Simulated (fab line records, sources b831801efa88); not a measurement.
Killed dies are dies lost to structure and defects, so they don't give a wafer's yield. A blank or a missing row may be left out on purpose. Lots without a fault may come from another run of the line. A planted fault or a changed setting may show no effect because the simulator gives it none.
A struck lot beside a sound one | flow sky130 | 15 steps out of a route of 708
Sound: wafers L753.3, L753.5, L753.6. Struck: wafers L761.2, L761.4, L761.5. The cause comes at the end.
At each step with rows: each side's tool, then ch and its chambers, then its first start. Under that, the readings that differ: sound wafers | struck wafers | difference of the means | sigmas: that difference in standard deviations of wafers without a fault.
alike: readings whose means differ by less than 2 such deviations, and words and numbers that are the same on both sides. not compared: withheld readings, readings that some wafer has no value for, bounds like >300 that may hide the same value, and numbers for which the record gives no deviation and whose values overlap.
The two part at a step that has a row with sigmas, a row that says differs or no value, or rows on one side only. Numbers that don't overlap but have no deviation are shown without sigmas and don't part them. A reading that every wafer of one side lacks parts them only if that side has two wafers or more.

first, 4 steps without rows for these wafers: SKY_FIELD_ISO_SOFTBAKE_09 (time 90 s); SKY_FIELD_ISO_EXPOSE_10 (exposes mask FOM, target cd 150 nm); SKY_FIELD_ISO_PEB_11; SKY_FIELD_ISO_DEVELOP_12 (develop time 60 s).
SKY_FIELD_ISO_CD_MEAS_13: target cd 150 nm.
  sound on cd_sem-02, day 3 09:12; struck on cd_sem-02, day 4 23:41
  alike: cd_nm
SKY_FIELD_ISO_ETCH_14: etches BARC in N2/H2, stops on SiO2, time 45.9 s, target depth 60 nm.
  sound on rie_diel-01 ch 0,3, day 3 09:17; struck on rie_diel-04 ch 1,2,3, day 4 23:47
  alike: bias_w, chamber_pressure_mTorr, drypump_motor_current_A, oes_product_au, throttle_valve_pct
  not compared: rf_hours_counter_h
SKY_FIELD_ISO_ETCH_15: etches the open film in CHF3/O2, stops on Si, target depth 180 nm, time 72 s.
  sound on rie_diel-01 ch 0,3, day 3 09:19; struck on rie_diel-04 ch 1,2,3, day 4 23:50
  alike: O2_flow_sccm, bias_w, drypump_motor_current_A, oes_product_au, throttle_valve_pct
  not compared: rf_hours_counter_h
SKY_FIELD_ISO_STRIP_16: strips in O2/N2.
  sound on plasma_asher-02 ch 0,1, day 3 09:25; struck on plasma_asher-03 ch 1, day 4 23:53
  alike: drypump_motor_current_A, oes_product_au, strip_time_to_endpoint_s
  not compared: rf_hours_counter_h
SKY_FIELD_ISO_ETCH_17: etches Si in HBr/Cl2/O2, target depth 342 nm, time 97.7 s.
  sound on rie_si-01 ch 0,3, day 3 09:29; struck on rie_si-02 ch 1,2, day 4 23:59
  alike: HBr_flow_sccm, O2_flow_sccm, drypump_motor_current_A, oes_product_au, throttle_valve_pct
  not compared: rf_hours_counter_h
then, 3 steps without rows for these wafers: SKY_FIELD_ISO_WET_ETCH_18 (etches Si3N4 in H3PO4, target depth 25 nm, time 286 s); SKY_FIELD_ISO_CLEAN_19 (cleans in SC1/SC2, time 150 s); SKY_FIELD_ISO_CLEAN_20 (cleans in dHF, time 20 s).
SKY_FIELD_ISO_WET_ETCH_21: etches SiO2 in dHF, target depth 20 nm, time 400 s.
  sound on wet_bench-03 ch 0, day 3 09:43; struck on wet_bench-02 ch 0, day 5 00:13
  no value came back on the struck wafers for bath_heat_duty_pct (%), run_length_s (s), time_s (s); on the sound wafers bath_heat_duty_pct (%) reads 6.7 5.5 6.7
then, 1 step without rows for these wafers: SKY_FIELD_ISO_OXIDATION_22 (stabilise 600 s, purge 300 s, target thk 10 nm).
-- the record jumps here: 44 days lie between the struck wafers' starts before and after (it left off in module FIELD_ISO and takes up again in module PAD_OPEN, whose first step shown is number 708 of the route) --
SKY_PAD_OPEN_PROBE_99:
  the record has rows for the struck wafers here (prober-02, day 49 03:59) and none for the sound ones

WHERE THEY PART
First at SKY_FIELD_ISO_WET_ETCH_21; last, within this record, at SKY_PAD_OPEN_PROBE_99.

WHY: what the simulator had put in
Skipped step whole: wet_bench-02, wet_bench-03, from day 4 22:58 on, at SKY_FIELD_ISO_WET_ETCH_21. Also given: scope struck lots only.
